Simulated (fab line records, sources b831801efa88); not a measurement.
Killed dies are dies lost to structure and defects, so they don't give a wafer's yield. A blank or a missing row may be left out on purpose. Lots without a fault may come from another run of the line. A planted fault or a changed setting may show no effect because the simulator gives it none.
Which tool did it? | flow sky130 | 12 lots, 33 wafers sampled, at 3 steps of a route of 708

WHAT THE GAUGES READ, wafer by wafer
SKY_NWELL_THK_MEAS_02.
lot  | measured    | on            | NWELL_OXIDATION_THK (nm)
L996 | day 2 16:13 | film_metro-02 | 10.37 10.29 10.23
L999 | day 3 12:02 | film_metro-03 | 10.24 10.17 10.09
L100 | day 3 17:47 | film_metro-04 | 10.40 10.27 10.47
L104 | day 4 21:30 | film_metro-03 | 10.18 10.16 10.21
L105 | day 5 00:25 | film_metro-03 | 10.20 10.48 10.40
L106 | day 5 05:25 | film_metro-03 | 10.00 10.11 9.97
L109 | day 5 12:23 | film_metro-02 | 10.22 10.31
L111 | day 6 02:04 | film_metro-02 | 10.29 10.43
L113 | day 6 10:07 | film_metro-03 | 10.37 10.33
L114 | day 6 19:32 | film_metro-04 | 10.06 9.83 9.94
L116 | day 7 04:44 | film_metro-02 | 10.28 10.45 10.64
L118 | day 7 13:33 | film_metro-02 | 9.94 10.11 10.13

SKY_SONOS_ONO_OVL_MEAS_14.
lot  | measured     | on         | SONOS_ONO_OVL (nm)
L996 | day 12 19:27 | overlay-01 | 0.2 -1.5 0.3
L999 | day 13 23:52 | overlay-02 | -0.7 -0.5 0.1
L100 | day 14 12:25 | overlay-01 | -1.2 -2.9 -1.7
L104 | day 16 12:54 | overlay-02 | -2.9 -2.5 -2.9
L105 | day 16 13:30 | overlay-02 | 0.3 -2.9 0.0
L106 | day 17 01:39 | overlay-02 | 0.0 1.6 -1.6
L109 | day 17 07:58 | overlay-02 | -0.5 -0.7
L111 | day 18 04:04 | overlay-01 | -1.0 0.6
L113 | day 18 14:07 | overlay-01 | -0.7 0.9
L114 | day 19 10:40 | overlay-01 | 0.2 1.2 1.7
L116 | day 20 01:30 | overlay-01 | -1.6 -2.3 -0.8
L118 | day 20 11:07 | overlay-02 | -0.3 -0.2 1.0

WHICH TOOL RAN EACH LOT (tool, then ch and the chambers of the sampled wafers, then the start)
lot  | SKY_VT_ADJUST_LVTN_STRIP_09
L996 | plasma_asher-03 ch 0,1, day 7 01:51
L999 | plasma_asher-03 ch 0,1, day 8 00:56
L100 | plasma_asher-03 ch 0,1, day 8 09:17
L104 | plasma_asher-04 ch 0,1, day 9 19:31
L105 | plasma_asher-01 ch 0,1, day 9 22:49
L106 | plasma_asher-04 ch 0,1, day 10 06:48
L109 | plasma_asher-04 ch 0,1, day 10 15:35
L111 | plasma_asher-04 ch 0,1, day 11 09:09
L113 | plasma_asher-04 ch 0,1, day 11 17:40
L114 | plasma_asher-04 ch 0,1, day 12 08:24
L116 | plasma_asher-04 ch 0,1, day 12 19:52
L118 | plasma_asher-01 ch 0,1, day 13 05:53
- SKY_VT_ADJUST_LVTN_STRIP_09: strips in O2/N2.

WHAT THE TOOLS THEMSELVES READ (means of the sampled wafers that have a number; where no wafer has one, the mark that the record gives instead)
SKY_VT_ADJUST_LVTN_STRIP_09.
lot  | tool            | drypump_motor_current_A (A) | oes_product_au (a.u.) | strip_time_to_endpoint_s (s)
L996 | plasma_asher-03 | 5.2                         | 0.726                 | 37.00
L999 | plasma_asher-03 | 5.5                         | 0.722                 | 36.91
L100 | plasma_asher-03 | 5.5                         | 0.719                 | 36.87
L104 | plasma_asher-04 | 5.3                         | 0.723                 | 37.10
L105 | plasma_asher-01 | 5.6                         | 0.727                 | 37.00
L106 | plasma_asher-04 | 5.8                         | 0.727                 | 36.98
L109 | plasma_asher-04 | 5.5                         | 0.722                 | 36.92
L111 | plasma_asher-04 | 5.6                         | 0.718                 | 36.91
L113 | plasma_asher-04 | 5.6                         | 0.721                 | 36.91
L114 | plasma_asher-04 | 5.3                         | 0.725                 | 36.90
L116 | plasma_asher-04 | 5.3                         | 0.722                 | 36.85
L118 | plasma_asher-01 | 5.5                         | 0.724                 | 36.82

THE ANSWER, worked out from the rows above alone
Rule: what is usual is taken from the lots themselves. Put in order of their means at a reading, lots are off if they are a third of the lots or fewer, leave a main group of 4 or more, and stand apart from it by a gap of 3 or more times the standard deviation of the main group's means; of several such gaps the widest counts. A main group whose means are all the same, to the digits that the tables above print for the reading, isn't used. A lot without any number at a reading at which 4 lots or more have one is off too. The other lots that the step has rows for count as sound. The gauges are gone through in route order, then the tools' own readings, and for those a lot's mean is taken as printed above. The first step at which some lot is off is used, and at that step the reading that is off furthest; a lot without a number counts as furthest.
No lot is off at any reading shown: from this, nothing can be told.

WHAT THE SIMULATOR HAD PUT IN
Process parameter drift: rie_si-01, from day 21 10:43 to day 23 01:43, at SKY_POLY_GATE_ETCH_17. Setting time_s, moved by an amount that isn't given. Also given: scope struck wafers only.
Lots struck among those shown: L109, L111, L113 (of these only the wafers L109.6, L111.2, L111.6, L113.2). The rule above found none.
